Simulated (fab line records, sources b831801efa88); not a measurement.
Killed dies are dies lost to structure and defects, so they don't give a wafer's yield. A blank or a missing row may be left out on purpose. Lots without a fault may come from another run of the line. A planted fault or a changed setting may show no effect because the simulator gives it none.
Chamber matching | flow sky130 | SKY_CONTACT_HDPCVD_02 on hdpcvd-02: 3 sister chambers
The step deposits SiO2, target thk 565 nm, time 94.2 s. 3 wafers are shown with their chamber, then 7 later ones without.

WAFERS WITH THEIR CHAMBER
wafer  | chamber | run_length_s (s)
L709.4 | 1       | 121.6
L714.2 | 0       | 122.0
L717.2 | 2       | 122.5

WAFERS WITHOUT THEIR CHAMBER
wafer  | run_length_s (s)
L716.3 | 121.9
L725.2 | 122.0
L725.3 | 122.3
L725.5 | 122.1
L726.2 | 122.4
L726.4 | 122.4
L726.5 | 122.9

WHICH CHAMBER EACH WENT THROUGH
wafer  | from the rows above     | in truth
L716.3 | can't be placed: 0 or 1 | 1
L725.2 | 0                       | 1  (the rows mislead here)
L725.3 | can't be placed: 2 or 0 | 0
L725.5 | can't be placed: 0 or 2 | 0
L726.2 | can't be placed: 2 or 0 | 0
L726.4 | can't be placed: 2 or 0 | 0
L726.5 | 2                       | 2
Placed correctly: 1 of 7. Can't be placed from these rows: 5 (the true chamber is among the candidates in 5). Placed wrongly: 1.
How it was worked out, from the rows above alone: a wafer's distance from a chamber is the root of the sum, over the readings, of the square of ((its reading less the chamber's mean) divided by the reading's scatter). The wafer belongs to the nearest chamber; if the next one is less than 2 further off, it can't be placed. A chamber's mean is the mean of its shown wafers. The scatter: with one shown wafer a chamber, the root of the mean of the squares of how far each hidden wafer lies from its nearest shown one.
